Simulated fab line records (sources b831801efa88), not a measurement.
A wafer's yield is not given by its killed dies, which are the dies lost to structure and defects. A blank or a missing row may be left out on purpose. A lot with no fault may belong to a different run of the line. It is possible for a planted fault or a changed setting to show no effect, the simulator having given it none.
fab line records	flow sky130
record: lots: 13	wafers: 39	last_day: 50
route steps=708 shown LDD_HVN@276 RES_XHIGH@340 LOCAL_INTERCONNECT@387 CONTACT@407
lots with no fault: from the same line, run without faults
start_h: start of the lot's first displayed wafer, in hours after the record's first day	wait_h: how many hours have passed since the lot's step before this one	" the same as in the row above	L1.1+2: one row covering several wafers at once	- either no value or no given start	* or withheld: withheld	< > ~ a bound
route shown NAME@n: a module of which the file shows steps, and the number in the route of the first	usual: the fault-free wafers' mean and standard deviation	same: alike in all rows	chamber/n: place in a boat	sites: each site's reading	_std_site: standard deviation across them	_edge_site: mean of outer sites minus mean of inner sites	radius_mm: how far each site lies from the wafer's centre	mask NAME#n: copy n	behind: tool/chamber where the wafer was last shaped	hold: reason for holding the lot/hours on hold/outcome of the hold	device: which transistor (n, p or np) failed to switch	end of line: at the end of the route, the tests of the same wafers	a step with no rows: only its recipe	killed: dies that structure and defects cost at the first sort, which is not the same as the wafer's yield	map: a wafer's dies, marking killed ones x, the rest . and places with no die _
set.NAME: the setting the step ran with; set.NAME@STEP: the setting that earlier step ran with	model.NAME: the simulator's own value behind a step, which no gauge read
a sample of lots followed through the steps of the route, with each step as a table and each wafer as a row
services: a tool's chamber out of use, with start hour (start_h, from the record's first day; less than 0 if before it), hours out, and reason
== steps ==
step: SKY_LDD_HVN_STRIP_09
recipe: chemistry: O2/N2	power_w: 1400	pressure_mtorr: 1500	platen_temp_c: withheld	o2_flow_sccm: 3000	n2_flow_sccm: 300	overash_fraction: 0.5
usual: drypump_motor_current_A: 5.7/0.34	oes_product_au: 0.409/0.0047	strip_time_to_endpoint_s: 4.140/0.014
lot.wafer	tool	chamber	start_h	wait_h	drypump_motor_current_A	oes_product_au	rf_hours_counter_h	strip_time_to_endpoint_s
L963.1	plasma_asher-04	1	461.60	0.1	5.3	0.410	32	4.137
L963.2	"	0	"	"	5.8	0.406	32	4.109
L963.5	"	0	"	"	5.8	0.408	-	4.142
L964.1	plasma_asher-01	0	473.17	0.1	5.7	0.422	78	4.149
L964.2	"	1	"	"	6.2	0.415	78	4.148
L964.3	"	1	"	"	6.1	0.401	-	4.167
L965.1	plasma_asher-02	1	486.02	0.1	5.4	0.407	6	4.136
L965.2	"	0	"	"	6.2	0.410	6	4.133
L965.4	"	1	"	"	5.4	0.406	-	4.138
L966.3	plasma_asher-04	0	495.03	0.1	5.8	0.401	-	4.152
L966.5	"	1	"	"	5.3	0.418	-	4.151
L966.6	"	0	"	"	5.8	0.403	-	4.125
L968.2	plasma_asher-04	0	509.69	0.1	5.8	0.406	37	4.132
L968.4	"	0	"	"	5.8	0.421	-	4.140
L968.5	"	1	"	"	5.4	0.414	-	4.155
L967.1	plasma_asher-04	0	521.05	0.1	5.8	0.411	38	4.151
L967.3	"	1	"	"	5.3	0.405	-	4.143
L967.4	"	0	"	"	5.8	0.410	-	4.137
L969.2	plasma_asher-04	1	539.02	0.1	5.3	0.409	40	4.150
L969.4	"	0	"	"	5.8	0.413	-	4.172
L969.5	"	1	"	"	5.4	0.414	-	4.166
L971.1	plasma_asher-02	1	557.74	0.1	5.4	0.414	12	4.154
L971.4	"	1	"	"	5.5	0.406	-	4.147
L971.5	"	0	"	"	6.2	0.415	-	4.151
L972.3	plasma_asher-02	1	561.70	0.1	5.4	0.405	-	4.146
L972.4	"	0	"	"	6.1	0.406	-	4.132
L972.6	"	0	"	"	6.1	0.399	-	4.136
L973.3	plasma_asher-01	1	578.33	0.1	6.2	0.406	-	4.161
L973.4	"	0	"	"	5.7	0.409	-	4.145
L973.6	"	1	"	"	6.1	0.413	-	4.155
L974.1	plasma_asher-01	0	581.04	0.1	5.7	0.408	89	4.139
L974.5	"	0	"	"	5.7	0.402	-	4.126
L974.6	"	1	"	"	6.2	0.409	-	4.126
L977.1	plasma_asher-04	0	599.95	0.1	5.8	0.413	46	4.134
L977.2	"	1	"	"	5.3	0.415	46	4.122
L977.5	"	0	"	"	5.8	0.412	-	4.156
L986.2	plasma_asher-02	0	669.77	0.1	6.2	0.407	24	4.139
L986.3	"	1	"	"	5.4	0.405	-	4.136
L986.5	"	1	"	"	5.4	0.407	-	4.129
step: SKY_RES_XHIGH_STRIP_08
recipe: chemistry: O2/N2	power_w: 1400	pressure_mtorr: 1500	platen_temp_c: withheld	o2_flow_sccm: 3000	n2_flow_sccm: 300	overash_fraction: 0.5
usual: drypump_motor_current_A: 5.6/0.36	oes_product_au: 0.711/0.0046	strip_time_to_endpoint_s: 14.27/0.054
lot.wafer	tool	chamber	start_h	wait_h	drypump_motor_current_A	oes_product_au	rf_hours_counter_h	strip_time_to_endpoint_s
L963.1	plasma_asher-02	0	613.44	0.1	6.2	0.712	18	14.25
L963.2	"	1	"	"	5.4	0.707	18	14.15
L963.5	"	0	"	"	6.2	0.720	-	14.21
L964.1	plasma_asher-03	0	636.66	0.1	5.0	0.703	78	14.30
L964.2	"	1	"	"	5.8	0.712	78	14.28
L964.3	"	1	"	"	5.9	0.705	-	14.25
L965.1	plasma_asher-02	0	640.00	0.1	6.2	0.712	21	14.23
L965.2	"	1	"	"	5.4	0.701	21	14.20
L965.4	"	0	"	"	6.2	0.716	-	14.22
L966.3	plasma_asher-04	0	644.99	0.1	5.8	0.716	-	14.24
L966.5	"	1	"	"	5.3	0.707	-	14.23
L966.6	"	0	"	"	5.8	0.711	-	14.24
L968.2	plasma_asher-04	1	658.31	0.1	5.3	0.707	52	14.37
L968.4	"	1	"	"	5.3	0.718	-	14.35
L968.5	"	0	"	"	5.8	0.712	-	14.34
L967.1	plasma_asher-02	1	669.05	0.1	5.4	0.709	24	14.18
L967.3	"	1	"	"	5.4	0.712	-	14.22
L967.4	"	0	"	"	6.2	0.713	-	14.19
L969.2	plasma_asher-04	0	684.65	0.1	5.8	0.710	54	14.27
L969.4	"	0	"	"	5.8	0.706	-	14.30
L969.5	"	1	"	"	5.3	0.713	-	14.28
L971.1	plasma_asher-03	1	703.56	0.1	5.8	0.701	85	14.30
L971.4	"	1	"	"	5.8	0.715	-	14.31
L971.5	"	1	"	"	5.8	0.715	-	14.30
L972.3	plasma_asher-04	1	707.43	0.1	5.3	0.715	-	14.32
L972.4	"	0	"	"	5.8	0.713	-	14.35
L972.6	"	1	"	"	5.3	0.705	-	14.37
L973.3	plasma_asher-02	0	723.58	0.1	6.2	0.712	-	14.33
L973.4	"	1	"	"	5.4	0.723	-	14.26
L973.6	"	0	"	"	6.2	0.707	-	14.35
L974.1	plasma_asher-02	1	725.46	0.1	5.5	0.719	29	14.35
L974.5	"	0	"	"	6.2	0.710	-	14.33
L974.6	"	1	"	"	5.4	0.719	-	14.38
L977.1	plasma_asher-04	0	741.61	0.1	5.8	0.711	60	14.34
L977.2	"	1	"	"	5.3	0.711	60	14.34
L977.5	"	0	"	"	5.8	0.707	-	14.36
L986.2	plasma_asher-04	0	809.45	0.1	5.8	0.710	67	14.29
L986.3	"	0	"	"	5.8	0.713	-	14.33
L986.5	"	1	"	"	5.3	0.719	-	14.33
step: SKY_LOCAL_INTERCONNECT_SPUTTER_00
recipe: material: TiN	target_thk_nm: 100	temp_c: 300	power_w: 6500	time_s: 83.3	chamber_pressure_pa: 0.4
usual: cathode_dc_power_W: 6499.8/1.2	throttle_valve_pct: 29.8/1.2
lot.wafer	tool	chamber	start_h	wait_h	cathode_dc_power_W	throttle_valve_pct
L963.1	pvd_sputter-03	-	673.41	0.2	6499.6	30.9
L963.2	"	-	"	"	6498.6	31.1
L963.5	"	-	"	"	6501.2	30.9
L964.1	pvd_sputter-02	-	695.01	0.1	6497.0	30.2
L964.2	"	-	"	"	6497.5	29.2
L964.3	"	-	"	"	6499.0	31.4
L965.1	pvd_sputter-02	-	698.81	0.1	6500.5	31.4
L965.2	"	-	"	"	6498.2	29.9
L965.4	"	-	"	"	6500.5	30.1
L966.3	pvd_sputter-04	-	702.52	0.2	6500.4	28.6
L966.5	"	-	"	"	6497.3	28.4
L966.6	"	-	"	"	6499.0	28.4
L968.2	pvd_sputter-03	-	717.46	0.1	6497.7	31.0
L968.4	"	-	"	"	6498.8	28.1
L968.5	"	-	"	"	6500.1	28.2
L967.1	pvd_sputter-03	-	727.67	0.1	6501.7	31.3
L967.3	"	-	"	"	6499.7	29.6
L967.4	"	-	"	"	6499.6	28.4
L969.2	pvd_sputter-02	-	742.32	0.2	6500.0	29.8
L969.4	"	-	"	"	6499.6	31.5
L969.5	"	-	"	"	6500.3	30.2
L971.1	pvd_sputter-02	-	760.33	0.2	6501.4	29.8
L971.4	"	-	"	"	6500.8	29.8
L971.5	"	-	"	"	6499.6	29.6
L972.3	pvd_sputter-04	-	764.77	0.1	6498.1	28.1
L972.4	"	-	"	"	6498.9	29.0
L972.6	"	-	"	"	6499.5	28.9
L973.3	pvd_sputter-02	-	780.31	0.2	7597.7	30.0
L973.4	"	-	"	"	6500.3	30.2
L973.6	"	-	"	"	6500.3	29.9
L974.1	pvd_sputter-03	-	782.08	0.2	6498.4	28.4
L974.5	"	-	"	"	6499.6	29.6
L974.6	"	-	"	"	6500.0	28.2
L977.1	pvd_sputter-04	-	796.81	0.1	6500.1	28.5
L977.2	"	-	"	"	6498.0	28.8
L977.5	"	-	"	"	6499.7	32.0
L986.2	pvd_sputter-03	-	864.18	0.2	6499.3	30.7
L986.3	"	-	"	"	6499.1	28.6
L986.5	"	-	"	"	6498.9	30.8
step: SKY_LOCAL_INTERCONNECT_RS_MEAS_01
recipe: thk_meas_gauge: four-point-probe	reads: TiN_of_LOCAL_INTERCONNECT_SPUTTER_00
usual: LOCAL_INTERCONNECT_TIN_RS: 14.11/0.13
lot.wafer	tool	chamber	start_h	wait_h	hold	LOCAL_INTERCONNECT_TIN_RS[ohm/sq]
L963.1	film_metro-02	-	673.47	0.0	-	14.00
L963.2	"	-	"	"	-	13.93
L963.5	"	-	"	"	-	13.90
L964.1	film_metro-02	-	695.07	0.0	-	14.09
L964.2	"	-	"	"	-	14.07
L964.3	"	-	"	"	-	13.94
L965.1	film_metro-03	-	698.87	0.0	-	14.05
L965.2	"	-	"	"	-	14.08
L965.4	"	-	"	"	-	13.98
L966.3	film_metro-02	-	702.63	0.1	-	14.23
L966.5	"	-	"	"	-	14.04
L966.6	"	-	"	"	-	14.16
L968.2	film_metro-02	-	717.54	0.1	-	14.32
L968.4	"	-	"	"	-	14.20
L968.5	"	-	"	"	-	14.25
L967.1	film_metro-01	-	727.73	0.0	-	14.08
L967.3	"	-	"	"	-	14.13
L967.4	"	-	"	"	-	14.02
L969.2	film_metro-02	-	742.40	0.1	-	14.17
L969.4	"	-	"	"	-	13.99
L969.5	"	-	"	"	-	14.14
L971.1	film_metro-02	-	760.39	0.0	-	13.95
L971.4	"	-	"	"	-	13.97
L971.5	"	-	"	"	-	13.76
L972.3	film_metro-01	-	764.87	0.1	-	14.10
L972.4	"	-	"	"	-	14.06
L972.6	"	-	"	"	-	14.18
L973.3	film_metro-01	-	780.41	0.1	await_dispo/0.2h/release	12.04
L973.4	"	-	"	"	await_dispo/0.2h/release	13.99
L973.6	"	-	"	"	await_dispo/0.2h/release	14.12
L973.3	film_metro-01	-	780.70	0.3	-	12.08
L973.4	"	-	"	"	-	13.99
L973.6	"	-	"	"	-	14.12
L974.1	film_metro-02	-	782.14	0.0	-	14.20
L974.5	"	-	"	"	-	14.12
L974.6	"	-	"	"	-	14.11
L977.1	film_metro-02	-	796.87	0.0	-	14.09
L977.2	"	-	"	"	-	14.09
L977.5	"	-	"	"	-	14.08
L986.2	film_metro-03	-	864.26	0.1	-	14.29
L986.3	"	-	"	"	-	14.25
L986.5	"	-	"	"	-	14.32
step: SKY_LOCAL_INTERCONNECT_THK_MEAS_02
recipe: thk_meas_gauge: xrf	reads: TiN_of_LOCAL_INTERCONNECT_SPUTTER_00
usual: LOCAL_INTERCONNECT_TIN_THK: 98.1/0.88
lot.wafer	tool	chamber	start_h	wait_h	hold	LOCAL_INTERCONNECT_TIN_THK[nm]
L963.1	film_metro-02	-	673.59	0.1	-	98.4
L963.2	"	-	"	"	-	99.2
L963.5	"	-	"	"	-	99.4
L964.1	film_metro-02	-	695.19	0.1	-	97.8
L964.2	"	-	"	"	-	98.5
L964.3	"	-	"	"	-	98.9
L965.1	film_metro-03	-	698.99	0.1	-	98.0
L965.2	"	-	"	"	-	97.9
L965.4	"	-	"	"	-	98.8
L966.3	film_metro-02	-	702.73	0.1	-	97.1
L966.5	"	-	"	"	-	98.2
L966.6	"	-	"	"	-	97.1
L968.2	film_metro-02	-	717.65	0.1	-	96.6
L968.4	"	-	"	"	-	97.4
L968.5	"	-	"	"	-	96.8
L967.1	film_metro-01	-	727.85	0.1	-	98.2
L967.3	"	-	"	"	-	97.8
L967.4	"	-	"	"	-	98.7
L969.2	film_metro-02	-	742.51	0.1	-	97.9
L969.4	"	-	"	"	-	98.8
L969.5	"	-	"	"	-	97.4
L971.1	film_metro-02	-	760.51	0.1	-	100.0
L971.4	"	-	"	"	-	99.3
L971.5	"	-	"	"	-	100.6
L972.3	film_metro-01	-	764.97	0.1	-	97.8
L972.4	"	-	"	"	-	98.1
L972.6	"	-	"	"	-	97.2
L974.1	film_metro-02	-	782.26	0.1	-	97.3
L974.5	"	-	"	"	-	98.4
L974.6	"	-	"	"	-	98.0
L973.3	film_metro-01	-	783.69	3.0	await_dispo/0.2h/release	113.4
L973.4	"	-	"	"	await_dispo/0.2h/release	98.2
L973.6	"	-	"	"	await_dispo/0.2h/release	97.5
L973.3	film_metro-01	-	783.95	0.3	-	113.2
L973.4	"	-	"	"	-	98.7
L973.6	"	-	"	"	-	97.5
L977.1	film_metro-02	-	796.99	0.1	-	98.2
L977.2	"	-	"	"	-	97.8
L977.5	"	-	"	"	-	98.0
L986.2	film_metro-03	-	864.37	0.1	-	97.4
L986.3	"	-	"	"	-	97.4
L986.5	"	-	"	"	-	96.5
step: SKY_LOCAL_INTERCONNECT_METAL_ETCH_14
recipe: target_depth_nm: 110	stop_on: PSG	chemistry: Cl2/BCl3	target: TiN	resist_sidewall_deg: 88	pressure_mtorr: 10	icp_w: 900	bias_w: 48.5	Cl2_flow_sccm: 60	bcl3_flow_sccm: 30	time_s: 31.4
usual: drypump_motor_current_A: 5.9/0.37	he_backside_leak_sccm: 3.42/0.28	oes_product_au: 0.941/0.0064	throttle_valve_pct: 21.902/0.0094
lot.wafer	tool	chamber	start_h	wait_h	drypump_motor_current_A	he_backside_leak_sccm	oes_product_au	rf_hours_counter_h	throttle_valve_pct
L963.1	rie_metal-04	1	700.98	0.0	5.2	3.41	0.943	3	21.899
L963.2	"	0	"	"	6.2	3.28	0.942	8	21.883
L963.5	"	0	"	"	6.2	3.32	0.953	-	21.898
L964.1	rie_metal-04	1	722.43	0.0	5.2	3.50	0.946	4	21.901
L964.2	"	0	"	"	6.2	3.30	0.939	8	21.903
L964.3	"	0	"	"	6.2	3.21	0.957	-	21.906
L965.1	rie_metal-03	1	726.38	0.0	5.9	3.27	0.947	4	21.894
L965.2	"	0	"	"	5.9	3.51	0.944	12	21.899
L965.4	"	1	"	"	5.9	3.31	0.941	-	21.901
L966.3	rie_metal-04	0	730.65	0.0	6.2	3.82	0.931	-	21.908
L966.5	"	1	"	"	5.1	3.46	0.944	-	21.898
L966.6	"	0	"	"	6.2	3.39	0.934	-	21.915
L968.2	rie_metal-02	0	744.75	0.0	6.0	3.61	0.934	16	21.914
L968.4	"	0	"	"	6.0	3.69	0.941	-	21.904
L968.5	"	0	"	"	6.0	3.69	0.939	-	21.910
L967.1	rie_metal-02	1	755.25	0.0	6.1	3.49	0.938	15	21.904
L967.3	"	0	"	"	6.0	3.56	0.937	-	21.900
L967.4	"	1	"	"	6.1	3.31	0.946	-	21.899
L969.2	rie_metal-03	1	769.68	0.0	6.0	3.22	0.944	6	21.915
L969.4	"	1	"	"	6.0	3.23	0.946	-	21.893
L969.5	"	0	"	"	5.9	3.55	0.937	-	21.913
L971.1	rie_metal-04	0	787.03	0.0	6.2	3.31	0.946	10	21.886
L971.4	"	0	"	"	6.2	3.12	0.951	-	21.884
L971.5	"	0	"	"	6.2	3.23	0.957	-	21.889
L972.3	rie_metal-02	0	791.45	0.0	6.0	3.64	0.942	-	21.893
L972.4	"	1	"	"	6.1	3.35	0.938	-	21.908
L972.6	"	0	"	"	6.1	3.55	0.938	-	21.905
L973.3	rie_metal-02	1	806.30	0.1	6.1	3.55	0.987	-	21.877
L973.4	"	1	"	"	6.1	3.29	0.948	-	21.895
L973.6	"	1	"	"	6.2	3.21	0.930	-	21.905
L974.1	rie_metal-04	0	807.48	0.0	6.2	3.25	0.931	11	21.897
L974.5	"	1	"	"	5.1	3.43	0.935	-	21.892
L974.6	"	0	"	"	6.2	3.26	0.938	-	21.891
L977.1	rie_metal-02	1	822.20	0.1	6.1	3.15	0.937	18	21.899
L977.2	"	1	"	"	6.2	3.12	0.935	-	21.903
L977.5	"	1	"	"	6.1	3.25	0.940	-	21.919
L986.2	rie_metal-02	0	890.36	0.1	6.0	3.64	0.936	-	21.910
L986.3	"	0	"	"	6.0	3.59	0.934	-	21.895
L986.5	"	0	"	"	6.0	3.55	0.936	-	21.903
step: SKY_CONTACT_THK_MEAS_01
recipe: reads: Si3N4_of_CONTACT_CVD_00
usual: CONTACT_CVD_00_THK: 75.2/1.1
lot.wafer	tool	chamber	start_h	wait_h	CONTACT_CVD_00_THK[nm]
L963.1	film_metro-02	-	701.75	-	74.7
L963.2	"	-	"	"	74.7
L963.5	"	-	"	"	75.4
L964.1	film_metro-03	-	723.10	-	73.9
L964.2	"	-	"	"	74.4
L964.3	"	-	"	"	73.4
L965.1	film_metro-04	-	727.06	-	74.6
L965.2	"	-	"	"	73.8
L965.4	"	-	"	"	76.3
L966.3	film_metro-04	-	731.36	-	74.0
L966.5	"	-	"	"	76.9
L966.6	"	-	"	"	75.0
L968.2	film_metro-04	-	745.45	-	73.6
L968.4	"	-	"	"	76.5
L968.5	"	-	"	"	75.9
L967.1	film_metro-04	-	755.95	-	75.3
L967.3	"	-	"	"	75.7
L967.4	"	-	"	"	75.8
L969.2	film_metro-04	-	770.37	-	76.7
L969.4	"	-	"	"	76.9
L969.5	"	-	"	"	78.1
L971.1	film_metro-02	-	787.71	-	74.5
L971.4	"	-	"	"	75.3
L971.5	"	-	"	"	74.9
L972.3	film_metro-02	-	792.13	-	76.6
L972.4	"	-	"	"	76.0
L972.6	"	-	"	"	77.9
L973.3	film_metro-02	-	807.01	-	74.6
L973.4	"	-	"	"	76.8
L973.6	"	-	"	"	75.2
L974.1	film_metro-03	-	808.16	-	75.7
L974.5	"	-	"	"	76.1
L974.6	"	-	"	"	77.1
L977.1	film_metro-02	-	822.95	-	75.3
L977.2	"	-	"	"	73.5
L977.5	"	-	"	"	74.7
L986.2	film_metro-03	-	891.53	-	74.5
L986.3	"	-	"	"	76.0
L986.5	"	-	"	"	76.6
== services ==
tool	chamber	start_h	hours	kind
rie_metal-02	1	441.74	7.6	repair
plasma_asher-02	-	445.92	0.6	repair
plasma_asher-02	-	447.96	2.8	pm
pvd_sputter-04	-	469.90	1.6	repair
plasma_asher-03	-	496.29	5.1	repair
plasma_asher-02	-	507.51	14.6	pm
pvd_sputter-02	-	515.68	8.8	repair
plasma_asher-01	-	527.95	4.3	pm
plasma_asher-04	-	528.25	2.8	pm
plasma_asher-04	-	531.01	3.3	repair
rie_metal-04	0	544.46	1.1	repair
pvd_sputter-03	-	549.60	5.1	repair
rie_metal-04	1	562.70	13.8	repair
plasma_asher-04	-	637.61	4.7	repair
rie_metal-04	0	641.87	2.5	repair
plasma_asher-02	-	680.76	4.3	pm
plasma_asher-01	-	733.75	9.0	pm
pvd_sputter-04	-	783.67	8.1	repair
rie_metal-04	-	787.46	0.1	repair
pvd_sputter-03	-	789.45	3.3	repair
rie_metal-04	-	835.32	0.7	repair
plasma_asher-01	-	838.92	3.3	repair
rie_metal-02	1	863.70	17.8	repair
pvd_sputter-04	-	883.74	1.3	repair
== key ==
first_sign: step: SKY_LOCAL_INTERCONNECT_SPUTTER_00	reading: cathode_dc_power_W	direction: up	sigmas: 99+	usual: 6499.8	struck: 7597.7
effect: step: SKY_LOCAL_INTERCONNECT_RS_MEAS_01	reading: visit	direction: added
effect: step: SKY_LOCAL_INTERCONNECT_RS_MEAS_01	reading: LOCAL_INTERCONNECT_TIN_RS	direction: down	sigmas: 15	usual: 14.11	struck: 12.04
effect: step: SKY_LOCAL_INTERCONNECT_THK_MEAS_02	reading: visit	direction: added
effect: step: SKY_LOCAL_INTERCONNECT_THK_MEAS_02	reading: LOCAL_INTERCONNECT_TIN_THK	direction: up	sigmas: 17	usual: 98.1	struck: 113.4
effect: step: SKY_LOCAL_INTERCONNECT_METAL_ETCH_14	reading: oes_product_au	direction: up	sigmas: 7.1	usual: 0.941	struck: 0.987
met_at SKY_LOCAL_INTERCONNECT_SPUTTER_00
struck_lots L973
struck_wafers L973.3
sort_left_out L973.3
tester_left_out L973
not_acting_at SKY_LDD_HVN_STRIP_09,SKY_RES_XHIGH_STRIP_08,SKY_CONTACT_THK_MEAS_01
onset_between 760.33 780.31
fault: kind: process_parameter_drift	tool: pvd_sputter-02	chamber: -	onset_h: 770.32	steps: SKY_LOCAL_INTERCONNECT_SPUTTER_00	channel: power_w	offset: *	shape: step	end_h: 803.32	acts_in: *	stated: *	scope: struck_wafers_only
tester_left_out: of these lots the tester's yield and bins aren't shown, on N5 and GAA mostly nor the transistor test; their killed dies are dies lost to structure and defects alone, not to doping, threshold or leakage, so they don't give the yield
sort_left_out: the simulated sort isn't trusted on such a fault, so these wafers' sort isn't shown, and their yield isn't known
